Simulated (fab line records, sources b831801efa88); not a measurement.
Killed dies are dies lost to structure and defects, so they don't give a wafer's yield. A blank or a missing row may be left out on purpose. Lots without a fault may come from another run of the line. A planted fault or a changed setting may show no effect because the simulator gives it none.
Which tool did it? | flow gf180mcu | 11 lots, 33 wafers sampled, at 5 steps of a route of 602

WHAT THE GAUGES READ, wafer by wafer
GF_MIM_THK_MEAS_11: measures by xrf.
lot  | measured     | on            | MIM_ALCU_THK (nm)
L212 | day 25 20:25 | film_metro-01 | 199.5 202.2 199.1
L215 | day 26 14:26 | film_metro-01 | 205.2 205.3 204.8
L219 | day 27 20:26 | film_metro-01 | 198.4 200.6 200.5
L221 | day 28 04:50 | film_metro-01 | 203.8 206.4 200.5
L225 | day 29 12:33 | film_metro-02 | 205.6 202.5 203.9
L226 | day 29 15:44 | film_metro-01 | 201.7 200.6 202.9
L228 | day 29 23:55 | film_metro-02 | 201.9 207.1 204.0
L230 | day 30 08:50 | film_metro-04 | 201.6 196.8 200.1
L229 | day 30 13:27 | film_metro-01 | 204.7 202.8 202.2
L231 | day 30 15:05 | film_metro-04 | 198.2 204.6 200.2
L233 | day 31 01:23 | film_metro-01 | 205.4 204.3 204.0

GF_PASSIVATION_BOW_MEAS_14.
lot  | measured     | on            | PASSIVATION_BOW (um)
L212 | day 30 04:13 | film_metro-04 | 131 128 138
L215 | day 30 21:24 | film_metro-01 | 143 148 157
L219 | day 32 00:05 | film_metro-04 | 206 208 209
L221 | day 32 06:35 | film_metro-01 | 207 208 202
L225 | day 33 10:44 | film_metro-01 | 146 142 147
L226 | day 33 12:55 | film_metro-04 | 147 145 142
L228 | day 33 20:44 | film_metro-03 | 138 133 126
L230 | day 34 01:49 | film_metro-01 | 151 148 156
L229 | day 34 05:57 | film_metro-04 | 127 136 149
L231 | day 34 09:15 | film_metro-03 | 106 116 113
L233 | day 34 17:04 | film_metro-01 | 148 133 144

WHICH TOOL RAN EACH LOT (tool, then ch and the chambers of the sampled wafers, then the start)
lot  | GF_M4_SPUTTER_00             | GF_MIM_METAL_ETCH_19              | GF_PASSIVATION_ANNEAL_13
L212 | pvd_sputter-01, day 23 20:43 | rie_metal-04 ch 0,1, day 26 15:26 | furnace-01 ch 0, day 30 02:43
L215 | pvd_sputter-03, day 24 16:31 | rie_metal-03 ch 0,1, day 27 09:50 | furnace-01 ch 0, day 30 19:54
L219 | pvd_sputter-04, day 25 23:57 | rie_metal-04 ch 0,1, day 28 15:45 | furnace-02, day 31 22:32
L221 | pvd_sputter-01, day 26 09:41 | rie_metal-04 ch 0,1, day 28 23:26 | furnace-01, day 32 05:05
L225 | pvd_sputter-01, day 27 18:11 | rie_metal-04 ch 1, day 30 06:50   | furnace-01 ch 0, day 33 09:11
L226 | pvd_sputter-04, day 27 20:41 | rie_metal-02 ch 0,1, day 30 10:40 | furnace-02 ch 0, day 33 11:22
L228 | pvd_sputter-04, day 28 05:54 | rie_metal-02 ch 0,1, day 30 18:21 | furnace-02 ch 0, day 33 19:11
L230 | pvd_sputter-01, day 28 15:02 | rie_metal-03 ch 0,1, day 31 02:41 | furnace-02 ch 0, day 34 00:17
L229 | pvd_sputter-01, day 28 20:01 | rie_metal-03 ch 0,1, day 31 06:36 | furnace-01 ch 0, day 34 04:25
L231 | pvd_sputter-01, day 28 22:53 | rie_metal-03 ch 0,1, day 31 08:56 | furnace-02 ch 0, day 34 07:45
L233 | pvd_sputter-01, day 29 08:25 | rie_metal-03 ch 0,1, day 31 18:29 | furnace-02 ch 0, day 34 15:33
- GF_M4_SPUTTER_00: material Ti, target thk 37.5 nm, time 150 s.
- GF_MIM_METAL_ETCH_19: etches the open film in Cl2/BCl3, stops on Si3N4, target depth 324.5 nm, time 54.1 s.
- GF_PASSIVATION_ANNEAL_13: time 1800 s.

WHAT THE TOOLS THEMSELVES READ (means of the sampled wafers that have a number; where no wafer has one, the mark that the record gives instead)
GF_M4_SPUTTER_00.
lot  | tool           | chamber_pressure_pa (Pa) | throttle_valve_pct (%)
L212 | pvd_sputter-01 | 1.999                    | 29.1
L215 | pvd_sputter-03 | 1.996                    | 30.9
L219 | pvd_sputter-04 | 2.002                    | 29.5
L221 | pvd_sputter-01 | 2.000                    | 29.7
L225 | pvd_sputter-01 | 1.999                    | 29.8
L226 | pvd_sputter-04 | 1.999                    | 29.5
L228 | pvd_sputter-04 | 2.005                    | 28.6
L230 | pvd_sputter-01 | 2.004                    | 30.6
L229 | pvd_sputter-01 | 2.000                    | 29.9
L231 | pvd_sputter-01 | 1.997                    | 29.8
L233 | pvd_sputter-01 | 2.000                    | 28.4

GF_MIM_METAL_ETCH_19.
lot  | tool         | drypump_motor_current_A (A) | oes_product_au (a.u.) | throttle_valve_pct (%)
L212 | rie_metal-04 | 5.0                         | 0.937                 | 28.291
L215 | rie_metal-03 | 6.1                         | 0.945                 | 28.289
L219 | rie_metal-04 | 5.0                         | 0.938                 | 28.292
L221 | rie_metal-04 | 5.2                         | 0.942                 | 28.286
L225 | rie_metal-04 | 4.8                         | 0.941                 | 28.289
L226 | rie_metal-02 | 6.1                         | 0.941                 | 28.290
L228 | rie_metal-02 | 6.2                         | 0.939                 | 28.292
L230 | rie_metal-03 | 6.0                         | 0.935                 | 28.292
L229 | rie_metal-03 | 6.1                         | 0.946                 | 28.289
L231 | rie_metal-03 | 6.0                         | 0.939                 | 28.287
L233 | rie_metal-03 | 6.0                         | 0.946                 | 28.284

GF_PASSIVATION_ANNEAL_13.
lot  | tool       | ramp_down_c_per_min | ramp_up_c_per_min | spike_tc_bottom_C (C) | zone_power_bottom_pct (%)
L212 | furnace-01 | 2.9997              | 9.9989            | 427.8                 | 6.7
L215 | furnace-01 | 3.0000              | 9.9999            | 428.1                 | 6.7
L219 | furnace-02 | -                   | -                 | -                     | -
L221 | furnace-01 | -                   | -                 | -                     | -
L225 | furnace-01 | 3.0001              | 10.0000           | 427.2                 | 6.7
L226 | furnace-02 | 2.9998              | 9.9998            | 424.5                 | 5.5
L228 | furnace-02 | 3.0001              | 9.9980            | 425.7                 | 5.5
L230 | furnace-02 | 3.0000              | 9.9991            | 423.5                 | 5.4
L229 | furnace-01 | 2.9994              | 9.9998            | 427.9                 | 6.8
L231 | furnace-02 | 3.0004              | 9.9993            | 424.8                 | 5.4
L233 | furnace-02 | 2.9996              | 10.0015           | 424.7                 | 5.5

THE ANSWER, worked out from the rows above alone
Rule: what is usual is taken from the lots themselves. Put in order of their means at a reading, lots are off if they are a third of the lots or fewer, leave a main group of 4 or more, and stand apart from it by a gap of 3 or more times the standard deviation of the main group's means; of several such gaps the widest counts. A main group whose means are all the same, to the digits that the tables above print for the reading, isn't used. A lot without any number at a reading at which 4 lots or more have one is off too. The other lots that the step has rows for count as sound. The gauges are gone through in route order, then the tools' own readings, and for those a lot's mean is taken as printed above. The first step at which some lot is off is used, and at that step the reading that is off furthest; a lot without a number counts as furthest.
Off: L219, L221, at GF_PASSIVATION_BOW_MEAS_14 (PASSIVATION_BOW). The main group: mean 138 um, standard deviation 11.
A tool fits if, at a process step before that reading, it ran every lot that is off, and no sound lot after the first of them. The gauges at GF_PASSIVATION_BOW_MEAS_14 aren't tried: what is off there is off at GF_PASSIVATION_ANNEAL_13 too, on other tools, and a gauge's error can't cause that. None of those tried fits.

WHAT THE SIMULATOR HAD PUT IN
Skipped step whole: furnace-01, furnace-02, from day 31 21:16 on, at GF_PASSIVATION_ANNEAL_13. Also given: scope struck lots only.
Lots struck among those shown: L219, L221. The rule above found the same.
